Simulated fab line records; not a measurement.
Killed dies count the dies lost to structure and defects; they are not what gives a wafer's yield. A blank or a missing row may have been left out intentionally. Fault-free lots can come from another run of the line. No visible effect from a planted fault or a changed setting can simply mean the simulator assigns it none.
Which tool is to blame?    flow sky130    27 wafers from 9 lots sampled at 5 of the route's 708 steps

## WHAT THE GAUGES SHOWED, per wafer
SKY_METAL2_RS_MEAS_05: uses a four-point probe to measure.
lot   measured      on            METAL2_ALCU_RS (ohm/sq)
L777  day 35 22:00  filmMetro-03  0.1261 0.1251 0.1257
L779  day 35 22:43  filmMetro-02  0.1290 0.1283 0.1286
L784  day 36 23:25  filmMetro-02  0.1249 0.1277 0.1287
L785  day 38 02:52  filmMetro-04  0.1260 0.1271 0.1283
L787  day 38 07:13  filmMetro-03  0.1748 0.1771 0.1758 0.1747 0.1771 0.1760
L789  day 39 05:12  filmMetro-02  0.1745 0.1742 0.1717 0.1751 0.1745 0.1715
L793  day 39 06:14  filmMetro-04  0.1251 0.1267 0.1258
L797  day 40 14:49  filmMetro-02  0.1278 0.1263 0.1263
L795  day 40 15:13  filmMetro-02  0.1275 0.1288 0.1293

SKY_METAL2_THK_MEAS_06: measures by xrf.
lot   measured      on            METAL2_ALCU_THK (nm)
L777  day 35 22:07  filmMetro-03  248.6 249.0 248.9
L779  day 35 22:49  filmMetro-02  243.7 243.7 244.1
L784  day 36 23:32  filmMetro-02  249.4 244.3 244.8
L785  day 38 02:59  filmMetro-04  246.8 244.6 243.8
L787  day 38 12:41  filmMetro-03  182.2 181.4 179.6 182.2 180.6 181.6
L789  day 39 06:30  filmMetro-02  182.8 182.1 185.3 181.1 183.3 185.8
L793  day 39 06:22  filmMetro-04  249.4 247.2 248.6
L797  day 40 14:55  filmMetro-02  245.4 247.9 246.9
L795  day 40 15:20  filmMetro-02  245.4 241.7 242.5

## EACH LOT AND THE TOOL THAT RAN IT (in order: tool; ch and the chambers of the sampled wafers; start)
lot   SKY_VIA1_ETCH_14                   SKY_METAL2_SPUTTER_02        SKY_METAL2_SPUTTER_03
L777  rieDiel-03 ch 0,2,3, day 35 20:31  pvdSputter-04, day 35 21:53  pvdSputter-04, day 35 21:55
L779  rieDiel-04 ch 2,3, day 35 21:14    pvdSputter-04, day 35 22:36  pvdSputter-04, day 35 22:37
L784  rieDiel-03 ch 2,3, day 36 21:58    pvdSputter-02, day 36 23:20  pvdSputter-02, day 36 23:21
L785  rieDiel-03 ch 0,2, day 38 01:20    pvdSputter-04, day 38 02:47  pvdSputter-04, day 38 02:48
L787  rieDiel-03 ch 0,3, day 38 05:38    pvdSputter-04, day 38 07:08  pvdSputter-04, day 38 07:10
L789  rieDiel-04 ch 0,2, day 39 02:55    pvdSputter-04, day 39 05:07  pvdSputter-04, day 39 05:08
L793  rieDiel-04 ch 1,2,3, day 39 04:47  pvdSputter-01, day 39 06:09  pvdSputter-01, day 39 06:10
L797  rieDiel-03 ch 1,2, day 40 11:38    pvdSputter-01, day 40 14:40  pvdSputter-01, day 40 14:42
L795  rieDiel-03 ch 1,2, day 40 12:25    pvdSputter-01, day 40 15:06  pvdSputter-01, day 40 15:08
- SKY_VIA1_ETCH_14: etches BARC in N2/H2, stops on SiO2, time 45.9 s, target depth 60 nm.
- SKY_METAL2_SPUTTER_02: material AlCu, target thk 250 nm, time 13.3 s.
- SKY_METAL2_SPUTTER_03: material Ti, target thk 5 nm, time 3.3 s.

## WHAT THE TOOLS THEMSELVES READ (means of the sampled wafers that have a number; where no wafer has one, the mark that the record gives instead)
SKY_VIA1_ETCH_14.
lot   tool        biasW (W)  drypumpMotorCurrentA (A)  oesProductAu (a.u.)  throttleValvePct (%)
L777  rieDiel-03  100.00     5.63                      0.855                13.233
L779  rieDiel-04  100.06     5.94                      0.855                13.218
L784  rieDiel-03  99.83      5.66                      0.857                13.228
L785  rieDiel-03  100.04     5.50                      0.854                13.223
L787  rieDiel-03  99.99      5.77                      0.856                13.220
L789  rieDiel-04  99.67      6.01                      0.861                13.227
L793  rieDiel-04  99.99      5.83                      0.857                13.222
L797  rieDiel-03  100.47     5.54                      0.856                13.215
L795  rieDiel-03  99.86      5.47                      0.851                13.229

SKY_METAL2_SPUTTER_02.
lot   tool           throttleValvePct (%)
L777  pvdSputter-04  29.4
L779  pvdSputter-04  28.8
L784  pvdSputter-02  30.0
L785  pvdSputter-04  29.4
L787  pvdSputter-04  29.9
L789  pvdSputter-04  29.9
L793  pvdSputter-01  29.1
L797  pvdSputter-01  29.0
L795  pvdSputter-01  29.1

SKY_METAL2_SPUTTER_03.
lot   tool           throttleValvePct (%)
L777  pvdSputter-04  29.3
L779  pvdSputter-04  28.8
L784  pvdSputter-02  29.9
L785  pvdSputter-04  29.2
L787  pvdSputter-04  29.9
L789  pvdSputter-04  29.8
L793  pvdSputter-01  29.1
L797  pvdSputter-01  28.9
L795  pvdSputter-01  28.9

## THE ANSWER, worked out from the rows above alone
Rule: usual is defined by the lots themselves. Put in order of their means at a reading, lots are off if they are a third of the lots or fewer, leave a main group of 4 or more, and stand apart from it by a gap of 3 or more times the standard deviation of the main group's means; of several such gaps the widest counts. If all means in a main group match to the digits the tables above print for the reading, that group is not used. A lot without any number at a reading at which 4 lots or more have one is off too. Any other lot the step has rows for is counted as sound. Order of review: gauges by route order, followed by the tools' own readings, for which a lot's mean as printed above is used. At the first step where some lot is off, the reading lying furthest off is the one used; lots without a number count as furthest.
Off: at SKY_METAL2_RS_MEAS_05 (METAL2_ALCU_RS), L787, L789. For the main group the mean is 0.1271 ohm/sq and the standard deviation 0.0011.
If a tool, at a process step before that reading, ran all the lots that are off and no sound lot after the first of them, it fits. The gauges at SKY_METAL2_RS_MEAS_05 are tried like those tools. One candidate fits, namely pvdSputter-04 at SKY_METAL2_SPUTTER_02 and SKY_METAL2_SPUTTER_03. At SKY_METAL2_SPUTTER_02 its last sound lot is L785 (day 38 02:47), its first lot that is off L787 (day 38 07:08): a fault that began between those two fits.

## WHAT WAS PUT IN BY THE SIMULATOR
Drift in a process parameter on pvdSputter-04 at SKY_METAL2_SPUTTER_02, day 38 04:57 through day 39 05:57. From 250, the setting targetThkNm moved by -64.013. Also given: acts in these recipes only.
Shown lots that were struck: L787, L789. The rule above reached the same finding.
